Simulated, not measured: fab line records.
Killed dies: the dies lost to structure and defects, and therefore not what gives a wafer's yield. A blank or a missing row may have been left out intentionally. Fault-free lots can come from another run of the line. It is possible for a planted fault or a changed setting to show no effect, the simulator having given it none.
Comparing a struck lot with a sound one / flow sky130 / 17 steps out of a route of 708
Sound: the wafers L854.2, L854.3, L854.4. Struck: wafers L864.3, L864.4, L864.6. Last of all comes the cause.
Per side, at each step with rows, come the tool, then ch with its chambers, and then its first start. Under that, the readings that differ: sound wafers / struck wafers / difference of the means / sigmas: that difference in standard deviations of wafers without a fault.
alike: a reading whose means differ by less than 2 such deviations, as well as words and numbers matching on both sides. not compared: withheld readings; readings where some wafer has no value; bounds like >300 that might hide an equal value; numbers whose values overlap and for which the record gives no deviation.
Wherever a step has rows on one side only, a row that says differs or no value, or a row with sigmas, the two part there. When numbers do not overlap yet have no deviation, they are printed without sigmas and do not part them. Lack of a reading on every wafer of one side parts them only where that side has two or more wafers.

SKY_LDD_P_OVL_MEAS_08:
  sound on overlay-01, day 19 20:39; struck on overlay-02, day 23 15:10
  alike: LDD_P_OVL
after that, 1 step had no rows for these wafers: SKY_LDD_P_IMPLANT_09.
SKY_LDD_P_STRIP_10: strips in O2/N2.
  sound on plasma-asher-04 ch 0,1, day 19 20:50; struck on plasma-asher-01 ch 0,1, day 23 15:22
reading=oes-product-au (a.u.); sound=0.717 0.715 0.720; struck=0.709 0.705 0.709; difference=-0.010; sigmas=-2
  alike: drypump-motor-current-A, strip-time-to-endpoint-s
  not compared: rf-hours-counter-h
SKY_LDD_P_TW_MEAS_11:
  sound on film-metro-03, day 19 20:56; struck on film-metro-03, day 23 15:28
  alike: LDD_P_TW
then, 7 steps without rows for these wafers: SKY_LDD_HVN_DEHYDRATE_00 (time 60 s); SKY_LDD_HVN_HMDS_01 (prime time 60 s); SKY_LDD_HVN_COAT_02 (resist thk 300 nm); SKY_LDD_HVN_SOFTBAKE_03 (time 60 s); SKY_LDD_HVN_EXPOSE_04 (exposes mask HVNTM, target cd 700 nm); SKY_LDD_HVN_PEB_05; SKY_LDD_HVN_DEVELOP_06 (develop time 60 s).
SKY_LDD_HVN_OVL_MEAS_07:
  sound on overlay-02, day 21 03:32; struck on overlay-02, day 24 20:23
  alike: LDD_HVN_OVL
SKY_LDD_HVN_IMPLANT_08:
  sound on implanter-02 ch 0, day 21 03:35; struck on implanter-04 ch 0, day 24 20:28
reading=dose-ions-cm2; sound=2.996e+13 3e+13 3.001e+13; struck=1.551e+13 1.555e+13 1.558e+13; difference=-1.444e+13; sigmas=-99 or more
reading=faraday-current-uA; sound=165 171 161; struck=88 85 87; difference=-79; sigmas=-20
SKY_LDD_HVN_STRIP_09: strips in O2/N2.
  sound on plasma-asher-01 ch 0,1, day 21 03:43; struck on plasma-asher-01 ch 0,1, day 24 20:35
  alike: drypump-motor-current-A, oes-product-au, strip-time-to-endpoint-s
  not compared: rf-hours-counter-h
SKY_LDD_HVN_TW_MEAS_10:
  sound on film-metro-02, day 21 03:49; struck on film-metro-03, day 24 20:41
reading=LDD_HVN_TW; sound=1456 1454 1462; struck=1185 1181 1182; difference=-275; sigmas=-38
then, 1 step without rows for these wafers: SKY_LDD_HVP_DEHYDRATE_00 (time 60 s).
-- record jumps: 24 days separate the struck wafers' starts on either side; left off in module LDD_HVP, taken up again in module PAD_OPEN, whose first shown step is the route's number 708 --
SKY_PAD_OPEN_PROBE_99:
  sound on prober-02, day 46 08:50; struck on prober-02, day 48 19:10
reading=model.etest.tip_n_5v.rs-ohm-sq; sound=1389 1380 1388; struck=2303 2265 2282; difference=+898; sigmas=
reading=model.etest.nfet-g5v0d10v5.r-on-ohm-um; sound=1857 1886 1863; struck=2035 2066 2023; difference=+173; sigmas=
reading=model.etest.tip_n_5v.rs-ohm-sq-range; sound=33.58 24.42 28.4; struck=55.76 74.81 94.7; difference=+46.29; sigmas=
reading=model.etest.nfet-g5v0d10v5.drive-ua-um; sound=615 615.8 617.6; struck=555.3 555.4 567.1; difference=-56.9; sigmas=
reading=model.etest.nfet_05v0_nvt.drive-ua-um; sound=582 582.7 581.2; struck=541.5 547.4 550.5; difference=-35.5; sigmas=
reading=model.etest.res-ndiff-hv.rs-ohm-sq; sound=113.8 112.6 114.3; struck=115.6 116.1 116.2; difference=+2.4; sigmas=
reading=model.etest.ring_5v.delay-ps; sound=44.53 44.76 44.77; struck=45.98 46.72 46.07; difference=+1.57; sigmas=
  alike: killed_at_M0_to_M3, killed_at_M4_up, killed-at-contacts, killed-at-front-end, killed-at-other, killed-dies, killed-open, killed-short
  not compared: model.etest.tip_n_5v.rs-ohm-sq-rim-less-centre

## WHERE THEY PART
Earliest at SKY_LDD_P_STRIP_10; latest, in this record, at SKY_LDD_HVN_TW_MEAS_10. Later steps at which nothing parts them and some readings are alike: SKY_PAD_OPEN_PROBE_99.

WHY: the cause the simulator had injected
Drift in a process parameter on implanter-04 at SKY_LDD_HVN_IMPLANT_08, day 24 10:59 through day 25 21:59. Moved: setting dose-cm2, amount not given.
